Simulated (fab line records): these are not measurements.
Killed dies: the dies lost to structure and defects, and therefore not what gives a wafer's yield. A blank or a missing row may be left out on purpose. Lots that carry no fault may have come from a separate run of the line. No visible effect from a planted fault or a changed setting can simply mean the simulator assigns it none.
Problem report, 8D (eight disciplines) form, completed by code + flow sky130 + the parts of the form that need people (team, actions taken, sign-off) are left out

1. THE ISSUE
Wafers with no fault read 0.978 a.u. with a standard deviation of 0.0067, whereas oesProductAu at SKY_PAD_OPEN_ETCH_07 reads a mean of 0.904 a.u. on 1 wafer of 1 lot. That puts it -11 standard deviations away from the usual mean.
The step: etches the open film in CF4/O2, stops on AlCu, target depth 725 nm, time 161.1 s.
First seen on wafer L252.4, day 48 20:40, on rieDiel-02. The record has a number at this step for 35 wafers belonging to 12 lots. Rule for "out", or "out of limits": more than 4 standard deviations from the usual mean. All remaining wafers that have a number are taken as sound.

2. WHAT IT IS; WHAT IT IS NOT
| question                    | is                | is not                                                                                             |
|-----------------------------|-------------------|----------------------------------------------------------------------------------------------------|
| which readings at this step | oesProductAu      | drypumpMotorCurrentA, throttleValvePct                                                             |
| which lots                  | L252              | L240, L241, L242, L245, L246, L257, L258, L259, L261, L262, L263                                   |
| which wafers of those lots  | L252.4            | L252.6                                                                                             |
| read on which tools         | rieDiel-02        | rieDiel-03                                                                                         |
| when                        | from day 48 20:40 | up to then (16 sound wafers); but 18 sound wafers of L257, L258, L259, L261, L262, L263 came after |

3. SUSPECTS, AND WHAT RULES EACH OUT
Counting: a tool at a process step up to the reading stays a suspect if it ran every lot that is out. Sound lots after the first of them don't rule it out here, since some wafers of a struck lot are sound.
- pvdSputter-01 at SKY_METAL4_SPUTTER_04 (material TiN, target thk 70 nm, time 58.3 s): kept. It ran the lot that is out, L252 (day 43 11:49); its last sound lot up to then is L245 (day 41 06:26).
- rieDiel-02 at SKY_PAD_OPEN_ETCH_07 (etches the open film in CF4/O2, stops on AlCu, target depth 725 nm, time 161.1 s): kept. It ran the lot that is out, L252 (day 48 20:40); its last sound lot up to then is L246 (day 47 07:07). On those wafers its own readings are out: oesProductAu.
After counting, pvdSputter-01 at SKY_METAL4_SPUTTER_04 and rieDiel-02 at SKY_PAD_OPEN_ETCH_07 remain.

4. THE CAUSE (what the simulator had put in)
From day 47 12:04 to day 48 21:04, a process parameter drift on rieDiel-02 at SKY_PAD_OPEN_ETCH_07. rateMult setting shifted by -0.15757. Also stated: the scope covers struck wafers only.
Counting leaves 2 suspects; this tool is one of them.

5. SEQUENCE OF EFFECTS, ordered by route
Each row: a reading whose mean over the struck wafers that have a number lies more than 3 standard deviations from the usual. Scope: only readings with a usual standard deviation given in the record; hours: median across lots of the time from each lot's start at the first step in this table that gives one to its start at this step; sigmas: change in usual standard deviations.
| hours | step                  | reading             | usual      | on struck wafers | change | sigmas      |
|-------|-----------------------|---------------------|------------|------------------|--------|-------------|
| 0     | SKY_PAD_OPEN_ETCH_07  | oesProductAu        | 0.978 a.u. | 0.904            | -0.074 | -11         |
| 3     | SKY_PAD_OPEN_PROBE_99 | defectLimitedYield  | 82.4 %     | 0.0              | -82.4  | -41         |
| 3     | SKY_PAD_OPEN_PROBE_99 | killedAtOther       | 0.2        | 399.0            | +398.8 | +99 or more |
| 3     | SKY_PAD_OPEN_PROBE_99 | killedDies          | 87         | 492              | +405   | +41         |
| 3     | SKY_PAD_OPEN_PROBE_99 | killedOnRim         | 17         | 96               | +79    | +21         |
| 3     | SKY_PAD_OPEN_PROBE_99 | sort_bin_5_function | 10.4 %     | 92.5             | +82.1  | +55         |
| 3     | SKY_PAD_OPEN_PROBE_99 | sortNPass           | 405        | 0                | -405   | -41         |
| 3     | SKY_PAD_OPEN_PROBE_99 | sortYieldPct        | 82.4 %     | 0.0              | -82.4  | -41         |
It contains these process steps:
- SKY_PAD_OPEN_ETCH_07: etches the open film in CF4/O2, stops on AlCu, target depth 725 nm, time 161.1 s.
- SKY_PAD_OPEN_PROBE_99
Later steps that measure or inspect, where all struck wafers having a row at the step show a number for every such reading and not one has moved that far: SKY_PAD_OPEN_BOW_MEAS_13.

6. WHAT WOULD HAVE CAUGHT IT SOONER
In this record no reading fell out of limits until day 48 20:40, 33 hours after the fault had begun at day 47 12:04.
